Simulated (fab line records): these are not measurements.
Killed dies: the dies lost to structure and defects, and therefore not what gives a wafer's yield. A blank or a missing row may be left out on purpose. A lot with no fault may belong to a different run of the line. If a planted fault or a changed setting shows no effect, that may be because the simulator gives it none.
Matching of chambers | flow gf180mcu | GF_V2_CMP_04 on cmp-01: 4 sister chambers
The step polishes SiO2. 8 wafers are shown with their chamber, then 8 later ones without.

## WAFERS PAIRED WITH THEIR CHAMBERS
wafer  | chamber | motor_current_A (A) | head_pressure_psi (psi)
L597.5 | 0       | 10.4                | 4.009
L599.5 | 0       | 10.9                | 4.005
L608.4 | 1       | 13.8                | 3.991
L608.5 | 3       | 13.3                | 3.999
L609.2 | 1       | 14.2                | 3.990
L609.5 | 2       | 10.9                | 4.006
L609.6 | 3       | 13.4                | 4.007
L611.2 | 2       | 11.3                | 3.999

## WAFERS MISSING THEIR CHAMBER
wafer  | motor_current_A (A) | head_pressure_psi (psi)
L611.5 | 14.3                | 3.997
L611.6 | 10.1                | 3.991
L614.1 | 10.9                | 4.005
L614.5 | 10.4                | 4.013
L614.6 | 13.7                | 4.005
L616.2 | 11.3                | 3.999
L616.3 | 10.6                | 3.990
L616.6 | 10.5                | 3.990

## CHAMBER TAKEN BY EACH
wafer  | from the rows above     | in truth
L611.5 | can't be placed: 1 or 3 | 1
L611.6 | can't be placed: 0 or 2 | 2
L614.1 | can't be placed: 2 or 0 | 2
L614.5 | can't be placed: 0 or 2 | 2
L614.6 | 3                       | 3
L616.2 | can't be placed: 2 or 0 | 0
L616.3 | can't be placed: 2 or 0 | 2
L616.6 | can't be placed: 2 or 0 | 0
Correctly placed: 1 of 8. Can't be placed from these rows: 7 (the true chamber is among the candidates in 7). Placed wrongly: 0.
How it was worked out, from the rows above alone: a wafer's distance from a chamber is the root of the sum, over the readings, of the square of ((its reading less the chamber's mean) divided by the reading's scatter). If the next closest chamber is less than 2 further off than the closest, the wafer can't be placed; otherwise it belongs to the closest. A chamber's mean is the mean of its shown wafers. The scatter is the square root of a quotient: the sum, over the shown wafers, of each reading's squared deviation from its chamber's mean, divided by wafers minus chambers.
